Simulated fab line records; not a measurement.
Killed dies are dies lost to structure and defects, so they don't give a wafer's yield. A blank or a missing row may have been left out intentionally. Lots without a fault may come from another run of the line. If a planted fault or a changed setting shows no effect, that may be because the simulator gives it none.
One fault through the eyes of 2 desks	flow sky130	numbers are kept per desk, each desk with only its own; the story behind them comes last

## AT THE METROLOGY DESK
Lot by lot, what the gauges showed, no matter which tool ran the lot: averages of those sampled wafers that carry a number. If a lot's mean is further than 4 standard deviations from the usual mean, the lot is out of limits and carries the mark OUT (the distance appears in the brackets).
Columns: A = VT_ADJUST_NCORE_OVL at SKY_VT_ADJUST_NCORE_OVL_MEAS_08, usual -0.1 nm; B = cdNm at SKY_VT_ADJUST_HVTR_CD_MEAS_07, usual 378.9 nm; C = SONOS_ONO_OXIDATION_THK at SKY_SONOS_ONO_THK_MEAS_01, usual 2.61 nm
lot	first seen here	A	B	C
L455	day 8 22:28	0.3	383.5	2.67
L456	day 9 15:30	-2.0	377.1	2.60
L458	day 9 18:22	1.1	378.5	2.60
L457	day 9 19:07	-1.6	375.5	2.55
L459	day 10 09:25	1.8	378.0	2.66
L460	day 10 22:22	1.1	377.7	2.59
L462	day 11 05:22	-0.2	380.9	2.66
L461	day 11 06:25	-0.5	379.1	2.60
L463	day 11 07:19	-1.1	378.4	2.68
L466	day 12 03:46	0.3	376.9	2.57
L473	day 14 01:29	-1.7	375.9	2.62
L474	day 14 12:24	0.8	379.7	2.59
L475	day 14 18:55	1.0	378.8	2.55
L477	day 15 17:56	-1.3	379.7	2.63
This desk found nothing out of limits on any of the 14 lots.

## AT THE TOOL OWNER'S DESK: lithoTrack-01
Per lot that ran on this tool, the mean of the sampled wafers carrying a number, from the tool's own readings at SKY_SONOS_TUNNEL_SOFTBAKE_03 (time 60 s). If a lot's mean is further than 4 standard deviations from the usual mean, the lot is out of limits and carries the mark OUT (the distance appears in the brackets).
Columns: A = runLengthS at SKY_SONOS_TUNNEL_SOFTBAKE_03, usual 89.04 s
lot	first seen here	A
L456	day 12 01:11	89.17
L458	day 12 04:40	89.20
L460	day 13 11:08	89.21
L462	day 13 19:19	101.73 (+79) OUT
L463	day 13 21:56	101.79 (+80) OUT
L466	day 14 19:50	101.81 (+80) OUT
L474	day 17 10:47	89.18
L475	day 17 15:47	89.27
L477	day 18 17:55	89.25
This desk's finding: out of limits on L462, L463, L466; first on L462, day 13 19:19 (runLengthS at SKY_SONOS_TUNNEL_SOFTBAKE_03). Within limits: L456, L458, L460, L474, L475, L477.

## BROUGHT TOGETHER
The tool owner's desk had the chance to raise an alarm at day 13 19:19 on L462, L463, L466.
Metrology desk: nothing out of limits seen.
The metrology desk has L462, L463, L466 on record, within its limits.
Of the lots named, all ran SKY_SONOS_TUNNEL_SOFTBAKE_03 on lithoTrack-01.

## WHAT THE SIMULATOR PUT IN
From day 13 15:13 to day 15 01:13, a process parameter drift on lithoTrack-01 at SKY_SONOS_TUNNEL_SOFTBAKE_03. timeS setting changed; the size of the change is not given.
Lots struck among those shown: L462, L463, L466.
How many hours passed from the start of the fault until each desk's first out-of-limits reading: the tool owner's desk, 4.
